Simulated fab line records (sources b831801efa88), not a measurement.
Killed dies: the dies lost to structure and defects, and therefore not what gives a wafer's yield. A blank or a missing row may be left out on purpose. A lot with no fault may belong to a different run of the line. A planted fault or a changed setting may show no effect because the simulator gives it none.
fab line records / flow sky130
[record] lots = 12 wafers = 36 lastDay = 50
route steps=708 shown CONTACT@430 METAL1@435 VIA1@459
lots that met no fault: taken from a fault-free run of the same line
startH: start of the lot's first displayed wafer, in hours after the record's first day / waitH: how many hours have passed since the lot's step before this one / " same as the row above / L1.1+2: a single row standing in for several wafers / - no value present, or no start provided / * or withheld: withheld / < > ~ a bound
route shown NAME@n: NAME is a module with steps in the file, n the number in the route of the first one / usual: mean and standard deviation over wafers with no fault / same: alike in all rows / chamber/n: place in a boat / sites: each site's reading / _std_site: standard deviation across them / _edge_site: mean of outer sites minus mean of inner sites / radiusMm: for every site, how far away it sits from the centre of the wafer / mask NAME#n: copy n / behind: the tool/chamber that last shaped the wafer / hold: why the lot was held/for how many hours/how that ended / device: whichever transistor did not switch (one of n, p or np) / end of line: at the end of the route, the tests of the same wafers / a step given without rows: its recipe and nothing more / killed: the dies lost at the first sort to structure and to defects; this is not the yield of the wafer / map: shows each die of a wafer: x if killed, . if not, _ if none is there
set.NAME: the setting the step ran with; set.NAME@STEP: the setting that earlier step ran with / model.NAME: the simulator's own value behind a step, which no gauge read
one table for each step of the route and one row for each wafer, over a sample of lots
services: from which hour (startH, from the record's first day; less than 0 if before it) a tool's chamber was out of use, for how many hours, and why
[[steps]]
[step SKY_CONTACT_CVD_24]
[recipe] material = W targetThkNm = 340 timeS = 102.12 tempC = 400 pressureTorr = 40
[usual] heaterPowerW = 911/86
lot.wafer=L403.4 tool=cvdW-01 chamber=0 startH=737.66 waitH=0.1 heaterPowerW=798
lot.wafer=L403.5 tool=cvdW-01 chamber=1 startH=737.66 waitH=0.1 heaterPowerW=895
lot.wafer=L403.6 tool=cvdW-01 chamber=0 startH=737.66 waitH=0.1 heaterPowerW=809
lot.wafer=L404.1 tool=cvdW-01 chamber=1 startH=745.25 waitH=0.0 heaterPowerW=887
lot.wafer=L404.2 tool=cvdW-01 chamber=0 startH=745.25 waitH=0.0 heaterPowerW=801
lot.wafer=L404.4 tool=cvdW-01 chamber=1 startH=745.25 waitH=0.0 heaterPowerW=890
lot.wafer=L405.4 tool=cvdW-02 chamber=0 startH=759.87 waitH=0.1 heaterPowerW=1020
lot.wafer=L405.5 tool=cvdW-02 chamber=1 startH=759.87 waitH=0.1 heaterPowerW=901
lot.wafer=L405.6 tool=cvdW-02 chamber=0 startH=759.87 waitH=0.1 heaterPowerW=1016
lot.wafer=L406.2 tool=cvdW-02 chamber=0 startH=768.76 waitH=0.1 heaterPowerW=1040
lot.wafer=L406.5 tool=cvdW-02 chamber=0 startH=768.76 waitH=0.1 heaterPowerW=996
lot.wafer=L406.6 tool=cvdW-02 chamber=0 startH=768.76 waitH=0.1 heaterPowerW=1025
lot.wafer=L407.1 tool=cvdW-01 chamber=1 startH=780.40 waitH=0.0 heaterPowerW=883
lot.wafer=L407.2 tool=cvdW-01 chamber=0 startH=780.40 waitH=0.0 heaterPowerW=821
lot.wafer=L407.4 tool=cvdW-01 chamber=1 startH=780.40 waitH=0.0 heaterPowerW=895
lot.wafer=L417.1 tool=cvdW-02 chamber=0 startH=869.64 waitH=0.0 heaterPowerW=1025
lot.wafer=L417.4 tool=cvdW-02 chamber=0 startH=869.64 waitH=0.0 heaterPowerW=1023
lot.wafer=L417.5 tool=cvdW-02 chamber=1 startH=869.64 waitH=0.0 heaterPowerW=897
lot.wafer=L413.1 tool=cvdW-02 chamber=1 startH=870.99 waitH=0.0 heaterPowerW=897
lot.wafer=L413.2 tool=cvdW-02 chamber=0 startH=870.99 waitH=0.0 heaterPowerW=1028
lot.wafer=L413.5 tool=cvdW-02 chamber=0 startH=870.99 waitH=0.0 heaterPowerW=1022
lot.wafer=L414.1 tool=cvdW-01 chamber=1 startH=876.03 waitH=0.0 heaterPowerW=911
lot.wafer=L414.2 tool=cvdW-01 chamber=0 startH=876.03 waitH=0.0 heaterPowerW=833
lot.wafer=L414.3 tool=cvdW-01 chamber=1 startH=876.03 waitH=0.0 heaterPowerW=897
lot.wafer=L418.1 tool=cvdW-02 chamber=1 startH=882.08 waitH=0.0 heaterPowerW=887
lot.wafer=L418.3 tool=cvdW-02 chamber=1 startH=882.08 waitH=0.0 heaterPowerW=904
lot.wafer=L418.5 tool=cvdW-02 chamber=1 startH=882.08 waitH=0.0 heaterPowerW=885
lot.wafer=L420.1 tool=cvdW-02 chamber=1 startH=888.58 waitH=0.0 heaterPowerW=891
lot.wafer=L420.3 tool=cvdW-02 chamber=0 startH=888.58 waitH=0.0 heaterPowerW=1037
lot.wafer=L420.6 tool=cvdW-02 chamber=0 startH=888.58 waitH=0.0 heaterPowerW=1022
lot.wafer=L421.2 tool=cvdW-02 chamber=0 startH=894.07 waitH=0.0 heaterPowerW=1033
lot.wafer=L421.4 tool=cvdW-02 chamber=0 startH=894.07 waitH=0.0 heaterPowerW=1031
lot.wafer=L421.6 tool=cvdW-02 chamber=1 startH=894.07 waitH=0.0 heaterPowerW=917
lot.wafer=L424.4 tool=cvdW-02 chamber=1 startH=911.58 waitH=0.1 heaterPowerW=895
lot.wafer=L424.5 tool=cvdW-02 chamber=0 startH=911.58 waitH=0.1 heaterPowerW=1042
lot.wafer=L424.6 tool=cvdW-02 chamber=1 startH=911.58 waitH=0.1 heaterPowerW=897
[step SKY_CONTACT_RS_MEAS_25]
[recipe] thkMeasGauge = four-point-probe reads = W_of_CONTACT_CVD_24+TiN_of_CONTACT_SPUTTER_23
[usual] CONTACT_W_RS = 0.334/0.0065
lot.wafer=L403.4 tool=filmMetro-02 chamber=- startH=737.80 waitH=0.1 CONTACT_W_RS[ohm/sq]=0.341
lot.wafer=L403.5 tool=filmMetro-02 chamber=- startH=737.80 waitH=0.1 CONTACT_W_RS[ohm/sq]=0.337
lot.wafer=L403.6 tool=filmMetro-02 chamber=- startH=737.80 waitH=0.1 CONTACT_W_RS[ohm/sq]=0.340
lot.wafer=L404.1 tool=filmMetro-02 chamber=- startH=745.36 waitH=0.1 CONTACT_W_RS[ohm/sq]=0.336
lot.wafer=L404.2 tool=filmMetro-02 chamber=- startH=745.36 waitH=0.1 CONTACT_W_RS[ohm/sq]=0.332
lot.wafer=L404.4 tool=filmMetro-02 chamber=- startH=745.36 waitH=0.1 CONTACT_W_RS[ohm/sq]=0.337
lot.wafer=L405.4 tool=filmMetro-02 chamber=- startH=760.00 waitH=0.1 CONTACT_W_RS[ohm/sq]=0.340
lot.wafer=L405.5 tool=filmMetro-02 chamber=- startH=760.00 waitH=0.1 CONTACT_W_RS[ohm/sq]=0.325
lot.wafer=L405.6 tool=filmMetro-02 chamber=- startH=760.00 waitH=0.1 CONTACT_W_RS[ohm/sq]=0.340
lot.wafer=L406.2 tool=filmMetro-02 chamber=- startH=768.96 waitH=0.2 CONTACT_W_RS[ohm/sq]=0.335
lot.wafer=L406.5 tool=filmMetro-02 chamber=- startH=768.96 waitH=0.2 CONTACT_W_RS[ohm/sq]=0.337
lot.wafer=L406.6 tool=filmMetro-02 chamber=- startH=768.96 waitH=0.2 CONTACT_W_RS[ohm/sq]=0.337
lot.wafer=L407.1 tool=filmMetro-02 chamber=- startH=780.51 waitH=0.1 CONTACT_W_RS[ohm/sq]=0.346
lot.wafer=L407.2 tool=filmMetro-02 chamber=- startH=780.51 waitH=0.1 CONTACT_W_RS[ohm/sq]=0.344
lot.wafer=L407.4 tool=filmMetro-02 chamber=- startH=780.51 waitH=0.1 CONTACT_W_RS[ohm/sq]=0.344
lot.wafer=L417.1 tool=filmMetro-04 chamber=- startH=869.75 waitH=0.1 CONTACT_W_RS[ohm/sq]=0.340
lot.wafer=L417.4 tool=filmMetro-04 chamber=- startH=869.75 waitH=0.1 CONTACT_W_RS[ohm/sq]=0.342
lot.wafer=L417.5 tool=filmMetro-04 chamber=- startH=869.75 waitH=0.1 CONTACT_W_RS[ohm/sq]=0.325
lot.wafer=L413.1 tool=filmMetro-03 chamber=- startH=871.10 waitH=0.1 CONTACT_W_RS[ohm/sq]=0.323
lot.wafer=L413.2 tool=filmMetro-03 chamber=- startH=871.10 waitH=0.1 CONTACT_W_RS[ohm/sq]=0.344
lot.wafer=L413.5 tool=filmMetro-03 chamber=- startH=871.10 waitH=0.1 CONTACT_W_RS[ohm/sq]=0.338
lot.wafer=L414.1 tool=filmMetro-02 chamber=- startH=876.14 waitH=0.1 CONTACT_W_RS[ohm/sq]=0.338
lot.wafer=L414.2 tool=filmMetro-02 chamber=- startH=876.14 waitH=0.1 CONTACT_W_RS[ohm/sq]=0.338
lot.wafer=L414.3 tool=filmMetro-02 chamber=- startH=876.14 waitH=0.1 CONTACT_W_RS[ohm/sq]=0.342
lot.wafer=L418.1 tool=filmMetro-02 chamber=- startH=882.19 waitH=0.1 CONTACT_W_RS[ohm/sq]=0.327
lot.wafer=L418.3 tool=filmMetro-02 chamber=- startH=882.19 waitH=0.1 CONTACT_W_RS[ohm/sq]=0.326
lot.wafer=L418.5 tool=filmMetro-02 chamber=- startH=882.19 waitH=0.1 CONTACT_W_RS[ohm/sq]=0.321
lot.wafer=L420.1 tool=filmMetro-02 chamber=- startH=888.69 waitH=0.1 CONTACT_W_RS[ohm/sq]=0.323
lot.wafer=L420.3 tool=filmMetro-02 chamber=- startH=888.69 waitH=0.1 CONTACT_W_RS[ohm/sq]=0.340
lot.wafer=L420.6 tool=filmMetro-02 chamber=- startH=888.69 waitH=0.1 CONTACT_W_RS[ohm/sq]=0.338
lot.wafer=L421.2 tool=filmMetro-04 chamber=- startH=894.20 waitH=0.1 CONTACT_W_RS[ohm/sq]=0.340
lot.wafer=L421.4 tool=filmMetro-04 chamber=- startH=894.20 waitH=0.1 CONTACT_W_RS[ohm/sq]=0.338
lot.wafer=L421.6 tool=filmMetro-04 chamber=- startH=894.20 waitH=0.1 CONTACT_W_RS[ohm/sq]=0.324
lot.wafer=L424.4 tool=filmMetro-02 chamber=- startH=911.71 waitH=0.1 CONTACT_W_RS[ohm/sq]=0.321
lot.wafer=L424.5 tool=filmMetro-02 chamber=- startH=911.71 waitH=0.1 CONTACT_W_RS[ohm/sq]=0.339
lot.wafer=L424.6 tool=filmMetro-02 chamber=- startH=911.71 waitH=0.1 CONTACT_W_RS[ohm/sq]=0.319
[step SKY_METAL1_SPUTTER_01]
[recipe] material = TiN targetThkNm = 20 powerW = 6500 timeS = 16.7 chamberPressurePa = 0.4
[usual] throttleValvePct = 29.6/1.1
lot.wafer=L403.4 tool=pvdSputter-01 chamber=- startH=738.24 waitH=0.0 throttleValvePct=29.4
lot.wafer=L403.5 tool=pvdSputter-01 chamber=- startH=738.24 waitH=0.0 throttleValvePct=29.8
lot.wafer=L403.6 tool=pvdSputter-01 chamber=- startH=738.24 waitH=0.0 throttleValvePct=28.1
lot.wafer=L404.1 tool=pvdSputter-02 chamber=- startH=745.87 waitH=0.0 throttleValvePct=31.0
lot.wafer=L404.2 tool=pvdSputter-02 chamber=- startH=745.87 waitH=0.0 throttleValvePct=29.3
lot.wafer=L404.4 tool=pvdSputter-02 chamber=- startH=745.87 waitH=0.0 throttleValvePct=30.2
lot.wafer=L405.4 tool=pvdSputter-04 chamber=- startH=760.44 waitH=0.0 throttleValvePct=30.0
lot.wafer=L405.5 tool=pvdSputter-04 chamber=- startH=760.44 waitH=0.0 throttleValvePct=29.9
lot.wafer=L405.6 tool=pvdSputter-04 chamber=- startH=760.44 waitH=0.0 throttleValvePct=30.9
lot.wafer=L406.2 tool=pvdSputter-04 chamber=- startH=769.44 waitH=0.0 throttleValvePct=29.2
lot.wafer=L406.5 tool=pvdSputter-04 chamber=- startH=769.44 waitH=0.0 throttleValvePct=28.9
lot.wafer=L406.6 tool=pvdSputter-04 chamber=- startH=769.44 waitH=0.0 throttleValvePct=31.0
lot.wafer=L407.1 tool=pvdSputter-02 chamber=- startH=781.01 waitH=0.0 throttleValvePct=28.7
lot.wafer=L407.2 tool=pvdSputter-02 chamber=- startH=781.01 waitH=0.0 throttleValvePct=29.1
lot.wafer=L407.4 tool=pvdSputter-02 chamber=- startH=781.01 waitH=0.0 throttleValvePct=30.8
lot.wafer=L417.1 tool=pvdSputter-01 chamber=- startH=870.25 waitH=0.0 throttleValvePct=30.3
lot.wafer=L417.4 tool=pvdSputter-01 chamber=- startH=870.25 waitH=0.0 throttleValvePct=29.5
lot.wafer=L417.5 tool=pvdSputter-01 chamber=- startH=870.25 waitH=0.0 throttleValvePct=27.7
lot.wafer=L413.1 tool=pvdSputter-04 chamber=- startH=871.60 waitH=0.0 throttleValvePct=28.9
lot.wafer=L413.2 tool=pvdSputter-04 chamber=- startH=871.60 waitH=0.0 throttleValvePct=31.2
lot.wafer=L413.5 tool=pvdSputter-04 chamber=- startH=871.60 waitH=0.0 throttleValvePct=30.0
lot.wafer=L414.1 tool=pvdSputter-04 chamber=- startH=876.64 waitH=0.0 throttleValvePct=31.1
lot.wafer=L414.2 tool=pvdSputter-04 chamber=- startH=876.64 waitH=0.0 throttleValvePct=29.8
lot.wafer=L414.3 tool=pvdSputter-04 chamber=- startH=876.64 waitH=0.0 throttleValvePct=29.1
lot.wafer=L418.1 tool=pvdSputter-01 chamber=- startH=882.70 waitH=0.0 throttleValvePct=28.2
lot.wafer=L418.3 tool=pvdSputter-01 chamber=- startH=882.70 waitH=0.0 throttleValvePct=27.3
lot.wafer=L418.5 tool=pvdSputter-01 chamber=- startH=882.70 waitH=0.0 throttleValvePct=27.3
lot.wafer=L420.1 tool=pvdSputter-01 chamber=- startH=889.19 waitH=0.0 throttleValvePct=28.3
lot.wafer=L420.3 tool=pvdSputter-01 chamber=- startH=889.19 waitH=0.0 throttleValvePct=30.1
lot.wafer=L420.6 tool=pvdSputter-01 chamber=- startH=889.19 waitH=0.0 throttleValvePct=30.2
lot.wafer=L421.2 tool=pvdSputter-02 chamber=- startH=894.68 waitH=0.0 throttleValvePct=30.8
lot.wafer=L421.4 tool=pvdSputter-02 chamber=- startH=894.68 waitH=0.0 throttleValvePct=29.0
lot.wafer=L421.6 tool=pvdSputter-02 chamber=- startH=894.68 waitH=0.0 throttleValvePct=30.5
lot.wafer=L424.4 tool=pvdSputter-01 chamber=- startH=912.29 waitH=0.0 throttleValvePct=28.4
lot.wafer=L424.5 tool=pvdSputter-01 chamber=- startH=912.29 waitH=0.0 throttleValvePct=30.2
lot.wafer=L424.6 tool=pvdSputter-01 chamber=- startH=912.29 waitH=0.0 throttleValvePct=27.3
[step SKY_METAL1_RS_MEAS_05]
[recipe] thkMeasGauge = four-point-probe reads = TiN_of_METAL1_SPUTTER_04+Ti_of_METAL1_SPUTTER_03+AlCu_of_METAL1_SPUTTER_02+TiN_of_METAL1_SPUTTER_01+Ti_of_METAL1_SPUTTER_00
[usual] METAL1_ALCU_RS = 0.1267/0.0016
lot.wafer=L403.4 tool=filmMetro-02 chamber=- startH=738.41 waitH=0.1 hold=- METAL1_ALCU_RS[ohm/sq]=0.1255
lot.wafer=L403.5 tool=filmMetro-02 chamber=- startH=738.41 waitH=0.1 hold=- METAL1_ALCU_RS[ohm/sq]=0.1265
lot.wafer=L403.6 tool=filmMetro-02 chamber=- startH=738.41 waitH=0.1 hold=- METAL1_ALCU_RS[ohm/sq]=0.1255
lot.wafer=L404.1 tool=filmMetro-01 chamber=- startH=745.98 waitH=0.0 hold=- METAL1_ALCU_RS[ohm/sq]=0.1300
lot.wafer=L404.2 tool=filmMetro-01 chamber=- startH=745.98 waitH=0.0 hold=- METAL1_ALCU_RS[ohm/sq]=0.1286
lot.wafer=L404.4 tool=filmMetro-01 chamber=- startH=745.98 waitH=0.0 hold=- METAL1_ALCU_RS[ohm/sq]=0.1293
lot.wafer=L405.4 tool=filmMetro-02 chamber=- startH=760.62 waitH=0.1 hold=- METAL1_ALCU_RS[ohm/sq]=0.1279
lot.wafer=L405.5 tool=filmMetro-02 chamber=- startH=760.62 waitH=0.1 hold=- METAL1_ALCU_RS[ohm/sq]=0.1285
lot.wafer=L405.6 tool=filmMetro-02 chamber=- startH=760.62 waitH=0.1 hold=- METAL1_ALCU_RS[ohm/sq]=0.1286
lot.wafer=L406.2 tool=filmMetro-04 chamber=- startH=769.58 waitH=0.0 hold=- METAL1_ALCU_RS[ohm/sq]=0.1276
lot.wafer=L406.5 tool=filmMetro-04 chamber=- startH=769.58 waitH=0.0 hold=- METAL1_ALCU_RS[ohm/sq]=0.1285
lot.wafer=L406.6 tool=filmMetro-04 chamber=- startH=769.58 waitH=0.0 hold=- METAL1_ALCU_RS[ohm/sq]=0.1283
lot.wafer=L407.1 tool=filmMetro-01 chamber=- startH=781.13 waitH=0.0 hold=- METAL1_ALCU_RS[ohm/sq]=0.1250
lot.wafer=L407.2 tool=filmMetro-01 chamber=- startH=781.13 waitH=0.0 hold=- METAL1_ALCU_RS[ohm/sq]=0.1256
lot.wafer=L407.4 tool=filmMetro-01 chamber=- startH=781.13 waitH=0.0 hold=- METAL1_ALCU_RS[ohm/sq]=0.1268
lot.wafer=L417.1 tool=filmMetro-02 chamber=- startH=870.37 waitH=0.0 hold=- METAL1_ALCU_RS[ohm/sq]=0.1260
lot.wafer=L417.4 tool=filmMetro-02 chamber=- startH=870.37 waitH=0.0 hold=- METAL1_ALCU_RS[ohm/sq]=0.1270
lot.wafer=L417.5 tool=filmMetro-02 chamber=- startH=870.37 waitH=0.0 hold=- METAL1_ALCU_RS[ohm/sq]=0.1264
lot.wafer=L413.1 tool=filmMetro-01 chamber=- startH=871.72 waitH=0.0 hold=awaitDispo/0.2h/release METAL1_ALCU_RS[ohm/sq]=0.1255
lot.wafer=L413.2 tool=filmMetro-01 chamber=- startH=871.72 waitH=0.0 hold=awaitDispo/0.2h/release METAL1_ALCU_RS[ohm/sq]=0.1274
lot.wafer=L413.5 tool=filmMetro-01 chamber=- startH=871.72 waitH=0.0 hold=awaitDispo/0.2h/release METAL1_ALCU_RS[ohm/sq]=0.1273
lot.wafer=L413.1 tool=filmMetro-01 chamber=- startH=872.00 waitH=0.3 hold=- METAL1_ALCU_RS[ohm/sq]=0.1257
lot.wafer=L413.2 tool=filmMetro-01 chamber=- startH=872.00 waitH=0.3 hold=- METAL1_ALCU_RS[ohm/sq]=0.1271
lot.wafer=L413.5 tool=filmMetro-01 chamber=- startH=872.00 waitH=0.3 hold=- METAL1_ALCU_RS[ohm/sq]=0.1275
lot.wafer=L414.1 tool=filmMetro-01 chamber=- startH=876.76 waitH=0.0 hold=awaitDispo/0.2h/release METAL1_ALCU_RS[ohm/sq]=0.1273
lot.wafer=L414.2 tool=filmMetro-01 chamber=- startH=876.76 waitH=0.0 hold=awaitDispo/0.2h/release METAL1_ALCU_RS[ohm/sq]=0.1282
lot.wafer=L414.3 tool=filmMetro-01 chamber=- startH=876.76 waitH=0.0 hold=awaitDispo/0.2h/release METAL1_ALCU_RS[ohm/sq]=0.1276
lot.wafer=L414.1 tool=filmMetro-01 chamber=- startH=877.05 waitH=0.3 hold=- METAL1_ALCU_RS[ohm/sq]=0.1275
lot.wafer=L414.2 tool=filmMetro-01 chamber=- startH=877.05 waitH=0.3 hold=- METAL1_ALCU_RS[ohm/sq]=0.1280
lot.wafer=L414.3 tool=filmMetro-01 chamber=- startH=877.05 waitH=0.3 hold=- METAL1_ALCU_RS[ohm/sq]=0.1276
lot.wafer=L418.1 tool=filmMetro-04 chamber=- startH=882.81 waitH=0.0 hold=- METAL1_ALCU_RS[ohm/sq]=0.1271
lot.wafer=L418.3 tool=filmMetro-04 chamber=- startH=882.81 waitH=0.0 hold=- METAL1_ALCU_RS[ohm/sq]=0.1279
lot.wafer=L418.5 tool=filmMetro-04 chamber=- startH=882.81 waitH=0.0 hold=- METAL1_ALCU_RS[ohm/sq]=0.1274
lot.wafer=L420.1 tool=filmMetro-02 chamber=- startH=889.31 waitH=0.0 hold=- METAL1_ALCU_RS[ohm/sq]=0.1253
lot.wafer=L420.3 tool=filmMetro-02 chamber=- startH=889.31 waitH=0.0 hold=- METAL1_ALCU_RS[ohm/sq]=0.1236
lot.wafer=L420.6 tool=filmMetro-02 chamber=- startH=889.31 waitH=0.0 hold=- METAL1_ALCU_RS[ohm/sq]=0.1225
lot.wafer=L421.2 tool=filmMetro-04 chamber=- startH=894.82 waitH=0.0 hold=- METAL1_ALCU_RS[ohm/sq]=0.1296
lot.wafer=L421.4 tool=filmMetro-04 chamber=- startH=894.82 waitH=0.0 hold=- METAL1_ALCU_RS[ohm/sq]=0.1254
lot.wafer=L421.6 tool=filmMetro-04 chamber=- startH=894.82 waitH=0.0 hold=- METAL1_ALCU_RS[ohm/sq]=0.1270
lot.wafer=L424.4 tool=filmMetro-01 chamber=- startH=912.46 waitH=0.1 hold=- METAL1_ALCU_RS[ohm/sq]=0.1272
lot.wafer=L424.5 tool=filmMetro-01 chamber=- startH=912.46 waitH=0.1 hold=- METAL1_ALCU_RS[ohm/sq]=0.1256
lot.wafer=L424.6 tool=filmMetro-01 chamber=- startH=912.46 waitH=0.1 hold=- METAL1_ALCU_RS[ohm/sq]=0.1271
[step SKY_VIA1_THK_MEAS_01]
[recipe] reads = SiO2_of_VIA1_HDPCVD_00
[usual] VIA1_HDPCVD_THK = 1027/13
lot.wafer=L403.4 tool=filmMetro-04 chamber=- startH=766.38 waitH=0.0 VIA1_HDPCVD_THK[nm]=1022
lot.wafer=L403.5 tool=filmMetro-04 chamber=- startH=766.38 waitH=0.0 VIA1_HDPCVD_THK[nm]=1000
lot.wafer=L403.6 tool=filmMetro-04 chamber=- startH=766.38 waitH=0.0 VIA1_HDPCVD_THK[nm]=1013
lot.wafer=L404.1 tool=filmMetro-03 chamber=- startH=773.78 waitH=0.1 VIA1_HDPCVD_THK[nm]=1053
lot.wafer=L404.2 tool=filmMetro-03 chamber=- startH=773.78 waitH=0.1 VIA1_HDPCVD_THK[nm]=1060
lot.wafer=L404.4 tool=filmMetro-03 chamber=- startH=773.78 waitH=0.1 VIA1_HDPCVD_THK[nm]=1060
lot.wafer=L405.4 tool=filmMetro-01 chamber=- startH=788.12 waitH=0.0 VIA1_HDPCVD_THK[nm]=1038
lot.wafer=L405.5 tool=filmMetro-01 chamber=- startH=788.12 waitH=0.0 VIA1_HDPCVD_THK[nm]=1038
lot.wafer=L405.6 tool=filmMetro-01 chamber=- startH=788.12 waitH=0.0 VIA1_HDPCVD_THK[nm]=1036
lot.wafer=L406.2 tool=filmMetro-03 chamber=- startH=798.17 waitH=0.1 VIA1_HDPCVD_THK[nm]=1017
lot.wafer=L406.5 tool=filmMetro-03 chamber=- startH=798.17 waitH=0.1 VIA1_HDPCVD_THK[nm]=1016
lot.wafer=L406.6 tool=filmMetro-03 chamber=- startH=798.17 waitH=0.1 VIA1_HDPCVD_THK[nm]=1013
lot.wafer=L407.1 tool=filmMetro-03 chamber=- startH=809.70 waitH=0.1 VIA1_HDPCVD_THK[nm]=1038
lot.wafer=L407.2 tool=filmMetro-03 chamber=- startH=809.70 waitH=0.1 VIA1_HDPCVD_THK[nm]=1045
lot.wafer=L407.4 tool=filmMetro-03 chamber=- startH=809.70 waitH=0.1 VIA1_HDPCVD_THK[nm]=1024
lot.wafer=L417.1 tool=filmMetro-04 chamber=- startH=897.50 waitH=0.1 VIA1_HDPCVD_THK[nm]=1028
lot.wafer=L417.4 tool=filmMetro-04 chamber=- startH=897.50 waitH=0.1 VIA1_HDPCVD_THK[nm]=1017
lot.wafer=L417.5 tool=filmMetro-04 chamber=- startH=897.50 waitH=0.1 VIA1_HDPCVD_THK[nm]=1032
lot.wafer=L413.1 tool=filmMetro-04 chamber=- startH=899.33 waitH=0.1 VIA1_HDPCVD_THK[nm]=1018
lot.wafer=L413.2 tool=filmMetro-04 chamber=- startH=899.33 waitH=0.1 VIA1_HDPCVD_THK[nm]=1017
lot.wafer=L413.5 tool=filmMetro-04 chamber=- startH=899.33 waitH=0.1 VIA1_HDPCVD_THK[nm]=1013
lot.wafer=L414.1 tool=filmMetro-01 chamber=- startH=904.10 waitH=0.1 VIA1_HDPCVD_THK[nm]=1024
lot.wafer=L414.2 tool=filmMetro-01 chamber=- startH=904.10 waitH=0.1 VIA1_HDPCVD_THK[nm]=1014
lot.wafer=L414.3 tool=filmMetro-01 chamber=- startH=904.10 waitH=0.1 VIA1_HDPCVD_THK[nm]=1015
lot.wafer=L418.1 tool=filmMetro-01 chamber=- startH=909.81 waitH=0.1 VIA1_HDPCVD_THK[nm]=1022
lot.wafer=L418.3 tool=filmMetro-01 chamber=- startH=909.81 waitH=0.1 VIA1_HDPCVD_THK[nm]=1027
lot.wafer=L418.5 tool=filmMetro-01 chamber=- startH=909.81 waitH=0.1 VIA1_HDPCVD_THK[nm]=1041
lot.wafer=L420.1 tool=filmMetro-01 chamber=- startH=916.53 waitH=0.1 VIA1_HDPCVD_THK[nm]=1015
lot.wafer=L420.3 tool=filmMetro-01 chamber=- startH=916.53 waitH=0.1 VIA1_HDPCVD_THK[nm]=1017
lot.wafer=L420.6 tool=filmMetro-01 chamber=- startH=916.53 waitH=0.1 VIA1_HDPCVD_THK[nm]=1016
lot.wafer=L421.2 tool=filmMetro-04 chamber=- startH=921.73 waitH=0.1 VIA1_HDPCVD_THK[nm]=1029
lot.wafer=L421.4 tool=filmMetro-04 chamber=- startH=921.73 waitH=0.1 VIA1_HDPCVD_THK[nm]=1024
lot.wafer=L421.6 tool=filmMetro-04 chamber=- startH=921.73 waitH=0.1 VIA1_HDPCVD_THK[nm]=1049
lot.wafer=L424.4 tool=filmMetro-01 chamber=- startH=938.50 waitH=0.0 VIA1_HDPCVD_THK[nm]=1029
lot.wafer=L424.5 tool=filmMetro-01 chamber=- startH=938.50 waitH=0.0 VIA1_HDPCVD_THK[nm]=1028
lot.wafer=L424.6 tool=filmMetro-01 chamber=- startH=938.50 waitH=0.0 VIA1_HDPCVD_THK[nm]=1011
[[services]]
tool=cvdW-02 chamber=- startH=720.07 hours=1.1 kind=repair
tool=pvdSputter-04 chamber=- startH=721.46 hours=2.0 kind=repair
tool=pvdSputter-02 chamber=- startH=743.03 hours=1.1 kind=repair
tool=pvdSputter-01 chamber=- startH=748.70 hours=4.8 kind=repair
tool=pvdSputter-02 chamber=- startH=757.44 hours=3.7 kind=repair
tool=cvdW-01 chamber=- startH=758.51 hours=14.6 kind=pm
tool=cvdW-02 chamber=1 startH=765.43 hours=15.8 kind=repair
tool=pvdSputter-02 chamber=- startH=782.71 hours=1.2 kind=repair
tool=pvdSputter-02 chamber=- startH=791.87 hours=1.8 kind=repair
tool=cvdW-02 chamber=- startH=798.47 hours=6.0 kind=pm
tool=cvdW-01 chamber=1 startH=798.69 hours=14.9 kind=repair
tool=pvdSputter-02 chamber=- startH=802.97 hours=4.8 kind=repair
tool=cvdW-01 chamber=- startH=832.62 hours=0.3 kind=repair
tool=pvdSputter-02 chamber=- startH=834.71 hours=1.1 kind=repair
tool=cvdW-01 chamber=1 startH=836.56 hours=1.5 kind=repair
tool=pvdSputter-01 chamber=0 startH=872.37 hours=- kind=consumableReplace:kit
tool=pvdSputter-01 chamber=0 startH=872.37 hours=18.0 kind=scheduledDown
tool=pvdSputter-01 chamber=0 startH=872.37 hours=18.0 kind=ventCycle
tool=pvdSputter-02 chamber=- startH=887.64 hours=3.4 kind=repair
tool=pvdSputter-01 chamber=- startH=890.77 hours=4.1 kind=repair
tool=cvdW-01 chamber=- startH=904.00 hours=14.0 kind=pm
tool=cvdW-01 chamber=0 startH=904.00 hours=14.0 kind=ventCycle
tool=cvdW-01 chamber=1 startH=904.00 hours=14.0 kind=ventCycle
tool=pvdSputter-02 chamber=- startH=904.31 hours=11.8 kind=repair
[[key]]
[firstSign] step = SKY_METAL1_RS_MEAS_05 reading = visit direction = added
effect none on later readings
metAt SKY_METAL1_SPUTTER_01
struckLots L413,L414
notActingAt SKY_CONTACT_CVD_24,SKY_CONTACT_RS_MEAS_25,SKY_VIA1_THK_MEAS_01
onsetBetween 769.44 871.60
[fault] kind = processParameterDrift tool = pvdSputter-04 chamber = - onsetH = 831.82 steps = SKY_METAL1_SPUTTER_01 channel = targetThkNm offset = 18.429 shape = step endH = 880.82 actsIn = theseRecipesOnly stated = 20
